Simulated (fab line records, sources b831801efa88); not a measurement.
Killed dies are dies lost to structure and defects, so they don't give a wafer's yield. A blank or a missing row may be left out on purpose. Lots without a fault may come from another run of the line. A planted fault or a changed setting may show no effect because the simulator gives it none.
fab line records | flow gf180mcu | part 1 of 2: steps 1 to 34 of 46
record lots=5 wafers=15 last_day=34
route steps=602 shown NWELL@49 LVPWELL@54 MVSD@66 MVPSD@78 VT_IMPLANT@90
lots that met no fault: from a run of the same line without faults
start_h: hours from the record's first day to the start of the lot's first wafer shown | wait_h: hours since the lot's step before | " the same as in the row above | L1.1+2: a row that stands for several wafers | - no value, or no start given | * or withheld: withheld | < > ~ a bound
route shown NAME@n: a module of which the file shows steps, and the number in the route of the first | usual: mean/standard deviation of fault-free wafers | same: alike in all rows | chamber/n: place in a boat | sites: the reading at each site | _std_site: their standard deviation | _edge_site: outer sites' mean less inner sites' | radius_mm: how far each site lies from the wafer's centre | mask NAME#n: copy n | behind: the tool/chamber that last shaped the wafer | hold: why the lot was held/for how many hours/how that ended | device: the transistor (n, p or np) that didn't switch | end of line: the same wafers' tests at the end of the route | a step without rows: its recipe alone | killed: dies lost to structure and defects at the first sort, not the wafer's yield | map: a wafer's dies, x killed, . not, _ none there
set.NAME: the setting as run; set.NAME@STEP: as run at that earlier step | model.NAME: the simulator's own value behind a step, which no gauge read
lots at some steps of the route; a table a step, a row a wafer
services: from which hour (start_h, from the record's first day; less than 0 if before it) a tool's chamber was out of use, for how many hours, and why
## steps
# step GF_NWELL_OVL_MEAS_07
# usual NWELL_OVL=-0.4/1.4
# columns lot.wafer tool chamber start_h wait_h NWELL_OVL[nm]
L079.2 overlay-02 - 84.10 - -3.2
L079.4 " - " " 0.2
L079.6 " - " " -1.4
L083.2 overlay-01 - 106.04 - -1.6
L083.3 " - " " 0.0
L083.5 " - " " 1.3
L091.1 overlay-01 - 147.68 - -2.7
L091.2 " - " " -1.8
L091.3 " - " " -0.8
L093.1 overlay-01 - 162.52 - -0.2
L093.3 " - " " -2.3
L093.4 " - " " -1.0
L097.1 overlay-02 - 180.78 - 0.9
L097.4 " - " " -0.8
L097.5 " - " " -3.2
# step GF_NWELL_IMPLANT_08
# recipe species=P energy_kev=450 dose_cm2=1.5e+13 tilt_deg=0
# columns lot.wafer tool chamber start_h wait_h
L079.2+4+6 implanter-03 0 84.16 0.0
L083.2+3+5 implanter-02 0 106.10 0.0
L091.1+2+3 implanter-04 0 147.72 0.0
L093.1+3+4 implanter-04 0 162.56 0.0
L097.1+4+5 implanter-02 0 180.82 0.0
# step GF_NWELL_IMPLANT_09
# recipe species=P energy_kev=160 dose_cm2=4e+12 tilt_deg=0
# columns lot.wafer tool chamber start_h wait_h
L079.2+4+6 implanter-03 0 84.31 0.1
L083.2+3+5 implanter-02 0 106.25 0.1
L091.1+2+3 implanter-04 0 147.87 0.1
L093.1+3+4 implanter-04 0 162.71 0.1
L097.1+4+5 implanter-02 0 180.97 0.1
# step GF_NWELL_STRIP_10
# recipe chemistry=O2/N2 power_w=1400 pressure_mtorr=1500 platen_temp_c=250 o2_flow_sccm=3000 n2_flow_sccm=300 overash_fraction=0.5
# usual drypump_motor_current_A=6.0/0.41 heater_power_w=335/56 oes_product_au=0.722/0.005 strip_time_to_endpoint_s=37.01/0.1
# columns lot.wafer tool chamber start_h wait_h drypump_motor_current_A heater_power_w oes_product_au rf_hours_counter_h strip_time_to_endpoint_s
L079.2 plasma_asher-02 0 84.43 0.1 6.2 324 0.723 44 36.98
L079.4 " 1 " " 5.5 283 0.719 - 36.93
L079.6 " 1 " " 5.5 293 0.723 - 37.02
L083.2 plasma_asher-04 0 106.37 0.1 6.5 305 0.720 26 36.99
L083.3 " 1 " " 5.4 294 0.721 - 36.92
L083.5 " 0 " " 6.5 296 0.723 - 37.06
L091.1 plasma_asher-03 1 148.02 0.1 6.5 340 0.710 53 37.06
L091.2 " 0 " " 5.9 441 0.713 53 37.01
L091.3 " 1 " " 6.5 337 0.721 - 36.99
L093.1 plasma_asher-02 0 162.86 0.1 6.2 316 0.728 5 37.14
L093.3 " 0 " " 6.2 314 0.726 - 37.04
L093.4 " 1 " " 5.5 295 0.720 - 37.18
L097.1 plasma_asher-03 0 181.12 0.1 5.9 445 0.725 56 36.93
L097.4 " 1 " " 6.5 339 0.720 - 36.98
L097.5 " 0 " " 5.9 444 0.720 - 36.96
# step GF_NWELL_TW_MEAS_11
# usual NWELL_TW=1592/7
# columns lot.wafer tool chamber start_h wait_h NWELL_TW
L079.2 film_metro-03 - 84.54 0.1 1579
L079.4 " - " " 1592
L079.6 " - " " 1584
L083.2 film_metro-04 - 106.51 0.1 1594
L083.3 " - " " 1597
L083.5 " - " " 1598
L091.1 film_metro-04 - 148.12 0.1 1596
L091.2 " - " " 1596
L091.3 " - " " 1587
L093.1 film_metro-02 - 162.96 0.1 1591
L093.3 " - " " 1597
L093.4 " - " " 1592
L097.1 film_metro-02 - 181.22 0.1 1591
L097.4 " - " " 1596
L097.5 " - " " 1594
# step GF_LVPWELL_DEHYDRATE_00
# recipe temp_c=200 time_s=60
# columns lot.wafer tool chamber start_h wait_h
L079.2+4+6 litho_track-02 0 90.61 6.1
L083.2+3+5 litho_track-03 0 113.02 6.5
L091.1+2+3 litho_track-02 0 154.83 6.7
L093.1+3+4 litho_track-02 0 170.43 7.5
L097.1+4+5 litho_track-02 0 189.33 8.1
# step GF_LVPWELL_HMDS_01
# recipe prime_time_s=60 prime_temp_c=120
# usual prime_temp_c=120.03/0.12
# columns lot.wafer tool chamber start_h wait_h prime_temp_c
L079.2 litho_track-02 0 90.76 0.1 120.11
L079.4 " 0 " " 120.22
L079.6 " 0 " " 119.96
L083.2 litho_track-03 0 113.17 0.1 119.82
L083.3 " 0 " " 120.03
L083.5 " 0 " " 119.88
L091.1 litho_track-02 0 154.98 0.1 119.94
L091.2 " 0 " " 120.02
L091.3 " 0 " " 119.96
L093.1 litho_track-02 0 170.58 0.1 120.11
L093.3 " 0 " " 120.17
L093.4 " 0 " " 119.96
L097.1 litho_track-02 0 189.48 0.1 120.16
L097.4 " 0 " " 120.26
L097.5 " 0 " " 120.15
# step GF_LVPWELL_COAT_02
# recipe spin_rpm=2000 resist_thk_nm=3000
# columns lot.wafer tool chamber start_h wait_h
L079.2+4+6 litho_track-02 0 90.91 0.1
L083.2+3+5 litho_track-03 0 113.32 0.1
L091.1+2+3 litho_track-02 0 155.13 0.1
L093.1+3+4 litho_track-02 0 170.73 0.1
L097.1+4+5 litho_track-02 0 189.63 0.1
# step GF_LVPWELL_SOFTBAKE_03
# recipe temp_c=110 time_s=withheld
# columns lot.wafer tool chamber start_h wait_h
L079.2+4+6 litho_track-02 0 91.07 0.1
L083.2+3+5 litho_track-03 0 113.48 0.1
L091.1+2+3 litho_track-02 0 155.28 0.1
L093.1+3+4 litho_track-02 0 170.88 0.1
L097.1+4+5 litho_track-02 0 189.78 0.1
# step GF_LVPWELL_EXPOSE_04
# recipe mask_id=LVPWELL target_cd_nm=600 na=0.6 source_shape=conventional sigma_outer=0.6 dose_mj=260
# usual reticle_temp_C=23.01/0.11
# columns lot.wafer tool chamber start_h wait_h mask reticle_temp_C
L079.2 iline_stepper-01 0 - - LVPWELL#0 23.06
L079.4 " 0 " " LVPWELL#0 23.01
L079.6 " 0 " " LVPWELL#0 22.97
L083.2 iline_stepper-01 0 - - LVPWELL#0 22.96
L083.3 " 0 " " LVPWELL#0 22.92
L083.5 " 0 " " LVPWELL#0 22.92
L091.1 iline_stepper-02 0 - - LVPWELL#0 23.05
L091.2 " 0 " " LVPWELL#0 23.01
L091.3 " 0 " " LVPWELL#0 22.91
L093.1 iline_stepper-02 0 - - LVPWELL#0 22.98
L093.3 " 0 " " LVPWELL#0 22.97
L093.4 " 0 " " LVPWELL#0 22.93
L097.1 iline_stepper-01 0 - - LVPWELL#0 22.98
L097.4 " 0 " " LVPWELL#0 22.99
L097.5 " 0 " " LVPWELL#0 23.13
# step GF_LVPWELL_PEB_05
# recipe temp_c=115 time_s=withheld
# columns lot.wafer tool chamber start_h wait_h
L079.2+4+6 litho_track-02 0 - -
L083.2+3+5 litho_track-03 0 - -
L091.1+2+3 litho_track-02 0 - -
L093.1+3+4 litho_track-03 0 - -
L097.1+4+5 litho_track-02 0 - -
# step GF_LVPWELL_DEVELOP_06
# recipe wall_angle_deg=90 develop_time_s=60 dev_temp_c=23
# columns lot.wafer tool chamber start_h wait_h
L079.2+4+6 litho_track-02 0 - -
L083.2+3+5 litho_track-03 0 - -
L091.1+2+3 litho_track-02 0 - -
L093.1+3+4 litho_track-03 0 - -
L097.1+4+5 litho_track-02 0 - -
# step GF_LVPWELL_OVL_MEAS_07
# usual LVPWELL_OVL=-0.7/1.4
# columns lot.wafer tool chamber start_h wait_h LVPWELL_OVL[nm]
L079.2 overlay-01 - 98.19 - 1.2
L079.4 " - " " -1.1
L079.6 " - " " 0.2
L083.2 overlay-01 - 120.40 - -2.0
L083.3 " - " " -0.9
L083.5 " - " " -2.3
L091.1 overlay-01 - 163.48 - -2.8
L091.2 " - " " -2.1
L091.3 " - " " -1.8
L093.1 overlay-02 - 179.19 - -0.6
L093.3 " - " " -0.6
L093.4 " - " " -1.0
L097.1 overlay-01 - 198.08 - -0.3
L097.4 " - " " -0.3
L097.5 " - " " -0.7
# step GF_LVPWELL_IMPLANT_08
# recipe species=B energy_kev=170 dose_cm2=1.5e+13 tilt_deg=0
# columns lot.wafer tool chamber start_h wait_h
L079.2+4+6 implanter-03 0 98.25 0.0
L083.2+3+5 implanter-03 0 120.46 0.0
L091.1+2+3 implanter-03 0 163.52 0.0
L093.1+3+4 implanter-01 0 179.23 0.0
L097.1+4+5 implanter-01 0 198.12 0.0
# step GF_LVPWELL_IMPLANT_09
# recipe species=B energy_kev=60 dose_cm2=5e+12 tilt_deg=0
# columns lot.wafer tool chamber start_h wait_h
L079.2+4+6 implanter-03 0 98.40 0.1
L083.2+3+5 implanter-03 0 120.61 0.1
L091.1+2+3 implanter-03 0 163.67 0.1
L093.1+3+4 implanter-01 0 179.38 0.1
L097.1+4+5 implanter-01 0 198.27 0.1
# step GF_LVPWELL_STRIP_10
# recipe chemistry=O2/N2 power_w=1400 pressure_mtorr=1500 platen_temp_c=250 o2_flow_sccm=3000 n2_flow_sccm=300 overash_fraction=0.5
# usual drypump_motor_current_A=5.5/0.51 heater_power_w=290/12 oes_product_au=0.723/0.0044 strip_time_to_endpoint_s=36.94/0.092
# columns lot.wafer tool chamber start_h wait_h drypump_motor_current_A heater_power_w oes_product_au rf_hours_counter_h strip_time_to_endpoint_s
L079.2 plasma_asher-01 0 98.52 0.1 5.6 278 0.720 44 36.85
L079.4 " 1 " " 4.9 293 0.718 - 36.98
L079.6 " 0 " " 5.6 270 0.723 - 36.88
L083.2 plasma_asher-02 0 120.73 0.1 6.2 307 0.730 0 37.01
L083.3 " 0 " " 6.2 307 0.720 - 37.02
L083.5 " 1 " " 5.5 309 0.715 - 36.97
L091.1 plasma_asher-04 0 163.82 0.1 6.5 295 0.724 32 36.83
L091.2 " 1 " " 5.4 289 0.723 32 36.90
L091.3 " 0 " " 6.5 302 0.721 - 36.80
L093.1 plasma_asher-04 1 179.53 0.1 5.4 284 0.726 34 36.88
L093.3 " 0 " " 6.5 296 0.731 - 36.79
L093.4 " 1 " " 5.3 288 0.725 - 36.80
L097.1 plasma_asher-02 0 198.42 0.1 6.3 310 0.729 8 36.96
L097.4 " 0 " " 6.3 316 0.726 - 37.00
L097.5 " 1 " " 5.5 308 0.729 - 37.00
# step GF_LVPWELL_TW_MEAS_11
# usual LVPWELL_TW=565.6/2.9
# columns lot.wafer tool chamber start_h wait_h LVPWELL_TW
L079.2 film_metro-04 - 98.63 0.1 567.0
L079.4 " - " " 565.6
L079.6 " - " " 566.2
L083.2 film_metro-04 - 120.84 0.1 569.1
L083.3 " - " " 564.4
L083.5 " - " " 565.3
L091.1 film_metro-02 - 163.92 0.1 566.1
L091.2 " - " " 562.3
L091.3 " - " " 561.5
L093.1 film_metro-04 - 179.63 0.1 562.8
L093.3 " - " " 564.4
L093.4 " - " " 564.3
L097.1 film_metro-03 - 198.52 0.1 563.8
L097.4 " - " " 559.6
L097.5 " - " " 562.0
# step GF_MVSD_DEHYDRATE_00
# recipe temp_c=200 time_s=60
# columns lot.wafer tool chamber start_h wait_h
L079.2+4+6 litho_track-02 0 105.06 6.4
L083.2+3+5 litho_track-04 0 127.59 6.7
L091.1+2+3 litho_track-02 0 171.08 7.2
L093.1+3+4 litho_track-02 0 187.43 7.8
L097.1+4+5 litho_track-01 0 206.42 7.9
# step GF_MVSD_HMDS_01
# recipe prime_time_s=60 prime_temp_c=120
# usual prime_temp_c=119.97/0.14
# columns lot.wafer tool chamber start_h wait_h prime_temp_c
L079.2 litho_track-02 0 105.21 0.1 120.03
L079.4 " 0 " " 120.13
L079.6 " 0 " " 119.96
L083.2 litho_track-04 0 127.74 0.1 119.72
L083.3 " 0 " " 119.91
L083.5 " 0 " " 119.95
L091.1 litho_track-02 0 171.23 0.1 119.84
L091.2 " 0 " " 119.53
L091.3 " 0 " " 119.99
L093.1 litho_track-02 0 187.58 0.1 120.05
L093.3 " 0 " " 119.83
L093.4 " 0 " " 120.08
L097.1 litho_track-01 0 206.57 0.1 120.03
L097.4 " 0 " " 119.99
L097.5 " 0 " " 119.96
# step GF_MVSD_COAT_02
# recipe spin_rpm=2000 resist_thk_nm=3000
# columns lot.wafer tool chamber start_h wait_h
L079.2+4+6 litho_track-02 0 105.36 0.1
L083.2+3+5 litho_track-04 0 127.89 0.1
L091.1+2+3 litho_track-02 0 171.38 0.1
L093.1+3+4 litho_track-02 0 187.73 0.1
L097.1+4+5 litho_track-01 0 206.72 0.1
# step GF_MVSD_SOFTBAKE_03
# recipe temp_c=110 time_s=withheld
# columns lot.wafer tool chamber start_h wait_h
L079.2+4+6 litho_track-02 0 105.52 0.1
L083.2+3+5 litho_track-04 0 128.05 0.1
L091.1+2+3 litho_track-02 0 171.53 0.1
L093.1+3+4 litho_track-02 0 187.88 0.1
L097.1+4+5 litho_track-01 0 206.87 0.1
# step GF_MVSD_EXPOSE_04
# recipe mask_id=MVSD target_cd_nm=1000 na=0.6 source_shape=conventional sigma_outer=0.6 dose_mj=260
# usual reticle_temp_C=23.03/0.1
# columns lot.wafer tool chamber start_h wait_h mask reticle_temp_C
L079.2 iline_stepper-02 0 - - MVSD#0 22.98
L079.4 " 0 " " MVSD#0 23.08
L079.6 " 0 " " MVSD#0 23.17
L083.2 iline_stepper-02 0 - - MVSD#0 23.16
L083.3 " 0 " " MVSD#0 22.98
L083.5 " 0 " " MVSD#0 23.07
L091.1 iline_stepper-02 0 - - MVSD#0 23.09
L091.2 " 0 " " MVSD#0 23.10
L091.3 " 0 " " MVSD#0 23.19
L093.1 iline_stepper-01 0 - - MVSD#0 22.92
L093.3 " 0 " " MVSD#0 22.97
L093.4 " 0 " " MVSD#0 23.10
L097.1 iline_stepper-02 0 - - MVSD#0 22.90
L097.4 " 0 " " MVSD#0 22.86
L097.5 " 0 " " MVSD#0 22.86
# step GF_MVSD_PEB_05
# recipe temp_c=115 time_s=withheld
# columns lot.wafer tool chamber start_h wait_h
L079.2+4+6 litho_track-04 0 - -
L083.2+3+5 litho_track-01 0 - -
L091.1+2+3 litho_track-02 0 - -
L093.1+3+4 litho_track-04 0 - -
L097.1+4+5 litho_track-01 0 - -
# step GF_MVSD_DEVELOP_06
# recipe wall_angle_deg=90 develop_time_s=60 dev_temp_c=23
# columns lot.wafer tool chamber start_h wait_h
L079.2+4+6 litho_track-04 0 - -
L083.2+3+5 litho_track-01 0 - -
L091.1+2+3 litho_track-02 0 - -
L093.1+3+4 litho_track-04 0 - -
L097.1+4+5 litho_track-01 0 - -
# step GF_MVSD_OVL_MEAS_07
# usual MVSD_OVL=-1.0/1.3
# columns lot.wafer tool chamber start_h wait_h MVSD_OVL[nm]
L079.2 overlay-01 - 112.42 - 1.0
L079.4 " - " " -0.5
L079.6 " - " " 0.5
L083.2 overlay-02 - 135.48 - -1.6
L083.3 " - " " -3.5
L083.5 " - " " -1.1
L091.1 overlay-01 - 179.48 - -2.1
L091.2 " - " " -1.2
L091.3 " - " " -1.8
L093.1 overlay-01 - 196.32 - -1.3
L093.3 " - " " -1.3
L093.4 " - " " -0.5
L097.1 overlay-02 - 215.52 - -3.0
L097.4 " - " " 0.0
L097.5 " - " " -0.8
# step GF_MVSD_IMPLANT_08
# recipe species=P energy_kev=400 dose_cm2=1.6e+13 tilt_deg=0
# columns lot.wafer tool chamber start_h wait_h
L079.2+4+6 implanter-04 0 112.48 0.0
L083.2+3+5 implanter-04 0 135.53 0.0
L091.1+2+3 implanter-02 0 179.52 0.0
L093.1+3+4 implanter-01 0 196.35 0.0
L097.1+4+5 implanter-02 0 215.56 0.0
# step GF_MVSD_IMPLANT_09
# recipe species=P energy_kev=100 dose_cm2=5e+12 tilt_deg=0
# columns lot.wafer tool chamber start_h wait_h
L079.2+4+6 implanter-04 0 112.63 0.1
L083.2+3+5 implanter-04 0 135.68 0.1
L091.1+2+3 implanter-02 0 179.67 0.1
L093.1+3+4 implanter-01 0 196.50 0.1
L097.1+4+5 implanter-02 0 215.71 0.1
# step GF_MVSD_STRIP_10
# recipe chemistry=O2/N2 power_w=1400 pressure_mtorr=1500 platen_temp_c=250 o2_flow_sccm=3000 n2_flow_sccm=300 overash_fraction=0.5
# usual drypump_motor_current_A=5.8/0.58 heater_power_w=327/61 oes_product_au=0.723/0.0043 strip_time_to_endpoint_s=37.01/0.11
# columns lot.wafer tool chamber start_h wait_h drypump_motor_current_A heater_power_w oes_product_au rf_hours_counter_h strip_time_to_endpoint_s
L079.2 plasma_asher-01 0 112.75 0.1 5.6 278 0.717 45 37.02
L079.4 " 0 " " 5.6 278 0.721 - 37.03
L079.6 " 0 " " 5.5 275 0.721 - 36.96
L083.2 plasma_asher-03 1 135.81 0.1 6.5 337 0.719 52 36.98
L083.3 " 1 " " 6.5 334 0.730 - 37.05
L083.5 " 1 " " 6.5 334 0.728 - 37.05
L091.1 plasma_asher-01 1 179.82 0.1 4.9 290 0.724 53 36.97
L091.2 " 0 " " 5.6 276 0.724 53 36.97
L091.3 " 1 " " 4.9 292 0.714 - 36.94
L093.1 plasma_asher-03 0 196.65 0.1 5.9 456 0.721 58 36.78
L093.3 " 1 " " 6.5 332 0.718 - 36.88
L093.4 " 0 " " 5.9 445 0.728 - 36.88
L097.1 plasma_asher-01 0 215.86 0.1 5.6 279 0.716 56 37.08
L097.4 " 0 " " 5.6 275 0.725 - 37.15
L097.5 " 1 " " 4.9 289 0.716 - 37.12
# step GF_MVSD_TW_MEAS_11
# usual MVSD_TW=1596/6.2
# columns lot.wafer tool chamber start_h wait_h MVSD_TW
L079.2 film_metro-02 - 112.86 0.1 1602
L079.4 " - " " 1601
L079.6 " - " " 1603
L083.2 film_metro-02 - 135.92 0.1 1593
L083.3 " - " " 1592
L083.5 " - " " 1592
L091.1 film_metro-04 - 179.92 0.1 1587
L091.2 " - " " 1595
L091.3 " - " " 1586
L093.1 film_metro-04 - 196.75 0.1 1583
L093.3 " - " " 1593
L093.4 " - " " 1592
L097.1 film_metro-02 - 215.96 0.1 1588
L097.4 " - " " 1597
L097.5 " - " " 1602
# step GF_MVPSD_DEHYDRATE_00
# recipe temp_c=200 time_s=60
# columns lot.wafer tool chamber start_h wait_h
L079.2+4+6 litho_track-04 0 119.14 6.3
L083.2+3+5 litho_track-04 0 142.99 7.1
L091.1+2+3 litho_track-03 0 187.99 8.1
L093.1+3+4 litho_track-01 0 204.22 7.5
L097.1+4+5 litho_track-04 0 224.57 8.6
# step GF_MVPSD_HMDS_01
# recipe prime_time_s=60 prime_temp_c=120
# usual prime_temp_c=119.99/0.13
# columns lot.wafer tool chamber start_h wait_h prime_temp_c
L079.2 litho_track-04 0 119.29 0.1 120.02
L079.4 " 0 " " 119.96
L079.6 " 0 " " 120.19
L083.2 litho_track-04 0 143.14 0.1 119.78
L083.3 " 0 " " 119.90
L083.5 " 0 " " 119.97
L091.1 litho_track-03 0 188.14 0.1 119.96
L091.2 " 0 " " 120.02
L091.3 " 0 " " 120.00
L093.1 litho_track-01 0 204.37 0.1 120.01
L093.3 " 0 " " 120.05
L093.4 " 0 " " 119.90
L097.1 litho_track-04 0 224.72 0.1 119.78
L097.4 " 0 " " 120.00
L097.5 " 0 " " 119.92
# step GF_MVPSD_COAT_02
# recipe spin_rpm=2000 resist_thk_nm=3000
# columns lot.wafer tool chamber start_h wait_h
L079.2+4+6 litho_track-04 0 119.44 0.1
L083.2+3+5 litho_track-04 0 143.29 0.1
L091.1+2+3 litho_track-03 0 188.29 0.1
L093.1+3+4 litho_track-01 0 204.52 0.1
L097.1+4+5 litho_track-04 0 224.87 0.1
# step GF_MVPSD_SOFTBAKE_03
# recipe temp_c=110 time_s=withheld
# columns lot.wafer tool chamber start_h wait_h
L079.2+4+6 litho_track-04 0 119.60 0.1
L083.2+3+5 litho_track-04 0 143.45 0.1
L091.1+2+3 litho_track-03 0 188.44 0.1
L093.1+3+4 litho_track-01 0 204.67 0.1
L097.1+4+5 litho_track-04 0 225.02 0.1
# step GF_MVPSD_EXPOSE_04
# recipe mask_id=MVPSD target_cd_nm=1000 na=0.6 source_shape=conventional sigma_outer=0.6 dose_mj=260
# usual reticle_temp_C=22.99/0.11
# columns lot.wafer tool chamber start_h wait_h mask reticle_temp_C
L079.2 iline_stepper-02 0 - - MVPSD#0 23.09
L079.4 " 0 " " MVPSD#0 23.04
L079.6 " 0 " " MVPSD#0 23.15
L083.2 iline_stepper-01 0 - - MVPSD#0 22.74
L083.3 " 0 " " MVPSD#0 22.87
L083.5 " 0 " " MVPSD#0 23.00
L091.1 iline_stepper-02 0 - - MVPSD#0 23.03
L091.2 " 0 " " MVPSD#0 22.95
L091.3 " 0 " " MVPSD#0 22.96
L093.1 iline_stepper-02 0 - - MVPSD#0 22.93
L093.3 " 0 " " MVPSD#0 23.09
L093.4 " 0 " " MVPSD#0 23.04
L097.1 iline_stepper-02 0 - - MVPSD#0 23.17
L097.4 " 0 " " MVPSD#0 23.06
L097.5 " 0 " " MVPSD#0 23.17
